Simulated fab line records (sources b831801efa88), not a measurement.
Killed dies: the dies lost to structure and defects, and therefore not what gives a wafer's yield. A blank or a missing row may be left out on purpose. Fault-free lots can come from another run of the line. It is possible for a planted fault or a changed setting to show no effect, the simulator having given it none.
A lot that was struck, set against a sound lot -- flow sky130 -- 18 steps out of a route of 708
Sound: the wafers L403.1, L403.3, L403.5. Struck: wafers L399.1, L399.4. (L399.2 of the same lot was not struck and is left out.) The cause comes at the end.
Each step with rows lists, per side, the tool, then ch with its chambers, then its first start. Under that, the readings that differ: sound wafers -- struck wafers -- difference of the means -- sigmas: that difference in standard deviations of wafers without a fault.
alike: words and numbers the same on both sides, and readings whose means are apart by under 2 such deviations; not compared: readings that were withheld, readings missing a value for some wafer, numbers with overlapping values and no deviation given by the record, and bounds like >300 which may hide the same value.
The two part at a step that has a row with sigmas, a row that says differs or no value, or rows on one side only. Non-overlapping numbers with no deviation appear without sigmas and do not part them. Lack of a reading on every wafer of one side parts them only where that side has two or more wafers.

first, 5 steps without rows for these wafers: SKY_VIA4_COAT_06 (resist thk 1140 nm); SKY_VIA4_SOFTBAKE_07 (time 60 s); SKY_VIA4_EXPOSE_08 (exposes mask VIM4, target cd 800 nm); SKY_VIA4_PEB_09; SKY_VIA4_DEVELOP_10 (develop time 60 s).
SKY_VIA4_OVL_MEAS_11:
  sound: overlay-01 at day 47 03:05; struck: overlay-01 at day 46 12:23
  alike: VIA4_OVL
SKY_VIA4_ETCH_12: etches SiO2 in C4F8/O2/Ar, stops on TiN, target depth 580 nm.
  sound on rieDiel-01 ch 0,2,3, day 47 03:07; struck on rieDiel-01 ch 0,1, day 46 12:25
  alike: biasW, oesProductAu
SKY_VIA4_STRIP_13: strips in O2/N2.
  sound on plasmaAsher-03 ch 0,1, day 47 03:12; struck on plasmaAsher-03 ch 0,1, day 46 12:29
  alike: drypumpMotorCurrentA, n2FlowSccm, oesProductAu, stripTimeToEndpointS
  not compared: rfHoursCounterH
then, 3 steps without rows for these wafers: SKY_VIA4_STRIP_14 (strips in post etch residue remover, time 1200 s); SKY_VIA4_CLEAN_15 (cleans in IPA, time 180 s); SKY_VIA4_CLEAN_16 (cleans in O3/DIW).
SKY_VIA4_SPUTTER_17: material TiN, target thk 20 nm, time 80 s.
  sound: pvdSputter-01 at day 47 03:47; struck: pvdSputter-04 at day 46 13:05
  alike: throttleValvePct
SKY_VIA4_CVD_18: deposits W, target thk 505 nm, time 152.14 s.
  sound on cvdW-02 ch 0,1, day 47 03:51; struck on cvdW-01 ch 0, day 46 13:09
reading,sound,struck,difference,sigmas
susceptorTempC (C),399.74 400.14 399.93,394.59 394.86,-5.21,-22
model.W_of_VIA4_CVD_18.thkNm (nm),498 493.8 494,447.4 449.5,-46.8,
  alike: heaterPowerW
SKY_VIA4_RS_MEAS_19: a four-point-probe measurement.
  sound: filmMetro-02 at day 47 04:00; struck: filmMetro-04 at day 46 13:18
reading,sound,struck,difference,sigmas
VIA4_W_RS (ohm/sq),0.230 0.232 0.232,0.256 0.255,+0.024,+5
SKY_VIA4_THK_MEAS_20: measures by xrf.
  sound: filmMetro-02 at day 47 04:07; struck: filmMetro-04 at day 46 13:25
reading,sound,struck,difference,sigmas
VIA4_W_THK (nm),511 508 508,449 449,-60,-5
SKY_VIA4_CMP_21: polishes, stops on SiO2, t overpolish 25 s, target thk 0 nm.
  sound on cmp-01 ch 0,2, day 47 04:11; struck on cmp-01 ch 0,2, day 46 13:29
reading,sound,struck,difference,sigmas
timeToEndpointS (s),119 117 115,109 107,-9,-2
  alike: motorCurrentA
SKY_METAL5_SPUTTER_00: material Ti, target thk 15 nm, time 10 s.
  sound: pvdSputter-02 at day 47 04:29; struck: pvdSputter-01 at day 46 13:47
  alike: throttleValvePct
SKY_PAD_OPEN_PROBE_99:
  the record holds rows for the sound wafers here (prober-02, day 49 17:08) but none for the struck ones

## WHERE THEY PART
First at SKY_VIA4_CVD_18; last, within this record, at SKY_PAD_OPEN_PROBE_99.

WHY: what the simulator had put in
cvdW-01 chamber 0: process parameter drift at SKY_VIA4_CVD_18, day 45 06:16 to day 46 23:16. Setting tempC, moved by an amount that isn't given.
